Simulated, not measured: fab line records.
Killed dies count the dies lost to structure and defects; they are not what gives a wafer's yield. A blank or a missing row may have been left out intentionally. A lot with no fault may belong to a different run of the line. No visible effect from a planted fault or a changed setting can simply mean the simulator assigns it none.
Which tool is to blame? -- flow gf180mcu -- Sampling: 8 lots, 24 wafers, 4 of 602 route steps

== WHAT THE GAUGES READ, wafer by wafer ==
GF_MVPSD_OVL_MEAS_07. Usual: MVPSD_OVL gives 0.1 nm (standard deviation 1.4).
lot,measured,on,MVPSD_OVL (nm),flag
L207,day 5 02:46,overlay-01,1.9 -0.3 0.0,
L208,day 5 05:59,overlay-02,0.0 1.5 -0.2,
L209,day 5 14:59,overlay-01,2.0 1.8 2.2,
L210,day 5 19:07,overlay-01,0.8 0.3 -1.4,
L211,day 5 22:08,overlay-02,-1.8 0.5 0.6,
L212,day 6 04:13,overlay-01,-0.6 2.8 0.5,
L213,day 6 11:10,overlay-02,0.2 -0.6 0.1,
L214,day 6 16:13,overlay-02,1.2 1.4 1.0,

GF_VT_IMPLANT_TW_MEAS_32. Usual: VT_IMPLANT_3_TW gives 267.1 (standard deviation 2.5).
lot,measured,on,VT_IMPLANT_3_TW,flag
L207,day 6 23:37,film-metro-02,265.4 265.6 266.4,
L208,day 7 02:28,film-metro-02,266.3 266.1 265.5,
L209,day 7 12:48,film-metro-02,265.4 265.2 264.5,
L210,day 7 17:20,film-metro-02,266.5 264.7 266.2,
L211,day 7 21:14,film-metro-02,410.5 411.5 410.0,OFF
L212,day 8 02:24,film-metro-02,412.0 410.5 411.8,OFF
L213,day 8 09:44,film-metro-01,418.5 418.1 413.1,OFF
L214,day 8 15:55,film-metro-02,410.8 409.6 412.2,OFF

== WHAT TOOL EACH LOT RAN ON (gives the tool, then ch and the chambers of the sampled wafers, and finally the start) ==
lot,GF_LVPWELL_STRIP_10,GF_VT_IMPLANT_IMPLANT_30
L207,"plasma-asher-02 ch 0,1, day 4 00:06","implanter-04 ch 0, day 6 23:22"
L208,"plasma-asher-02 ch 0,1, day 4 02:08","implanter-01 ch 0, day 7 02:13"
L209,"plasma-asher-04 ch 0,1, day 4 11:07","implanter-04 ch 0, day 7 12:35"
L210,"plasma-asher-03 ch 0,1, day 4 15:12","implanter-01 ch 0, day 7 17:05"
L211,"plasma-asher-03 ch 0,1, day 4 18:11","implanter-01 ch 0, day 7 21:01"
L212,"plasma-asher-04 ch 0,1, day 5 00:23","implanter-01 ch 0, day 8 02:09"
L213,"plasma-asher-03 ch 0,1, day 5 06:02","implanter-01 ch 0, day 8 09:31"
L214,"plasma-asher-02 ch 0,1, day 5 10:18","implanter-02 ch 0, day 8 15:40"
- GF_LVPWELL_STRIP_10: strips in O2/N2.
- GF_VT_IMPLANT_IMPLANT_30

== WHAT THE TOOLS THEMSELVES READ (means of the sampled wafers that have a number; where no wafer has one, the mark that the record gives instead) ==
GF_LVPWELL_STRIP_10. Usual: drypump-motor-current-A 5.38 A, standard deviation 0.28; heater-power-w 306 W, standard deviation 22; oes-product-au 0.723 a.u., standard deviation 0.0044; strip-time-to-endpoint-s 36.95 s, standard deviation 0.13.
lot,tool,drypump-motor-current-A (A),heater-power-w (W),oes-product-au (a.u.),strip-time-to-endpoint-s (s),flag
L207,plasma-asher-02,5.17,320,0.720,37.00,
L208,plasma-asher-02,5.17,315,0.724,36.86,
L209,plasma-asher-04,5.35,294,0.725,36.85,
L210,plasma-asher-03,5.43,297,0.718,37.05,
L211,plasma-asher-03,5.64,294,0.724,36.84,
L212,plasma-asher-04,5.42,287,0.719,36.94,
L213,plasma-asher-03,5.43,298,0.720,36.81,
L214,plasma-asher-02,5.39,331,0.723,36.96,

GF_VT_IMPLANT_IMPLANT_30. Usual: beam-energy-keV reads 25.000 (standard deviation 0.0072).
lot,tool,beam-energy-keV,flag
L207,implanter-04,25.003,
L208,implanter-01,25.007,
L209,implanter-04,24.991,
L210,implanter-01,25.010,
L211,implanter-01,24.994,
L212,implanter-01,24.998,
L213,implanter-01,24.995,
L214,implanter-02,25.006,

== THE ANSWER, worked out from the rows above alone ==
Rule: take the mean of a lot's wafers that have a number; if it is more than 3 standard deviations from the usual mean, the lot is off. A lot without any number at a reading at which 4 lots or more have one is off too. The other lots that the step has rows for count as sound. First the gauges in route order, then the tools' own readings, where a lot's mean is used as printed above. The first step at which some lot is off is used, and at that step the reading that is off furthest; a lot without a number counts as furthest.
Off: L211, L212, L213, L214, seen at GF_VT_IMPLANT_TW_MEAS_32 (VT_IMPLANT_3_TW).
A tool fits if, at a process step before that reading, it ran every lot that is off, and no sound lot after the first of them. Those tools and the gauges at GF_VT_IMPLANT_TW_MEAS_32 are tried in the same way. Not one of the candidates tried fits.

== WHAT WAS PUT IN BY THE SIMULATOR ==
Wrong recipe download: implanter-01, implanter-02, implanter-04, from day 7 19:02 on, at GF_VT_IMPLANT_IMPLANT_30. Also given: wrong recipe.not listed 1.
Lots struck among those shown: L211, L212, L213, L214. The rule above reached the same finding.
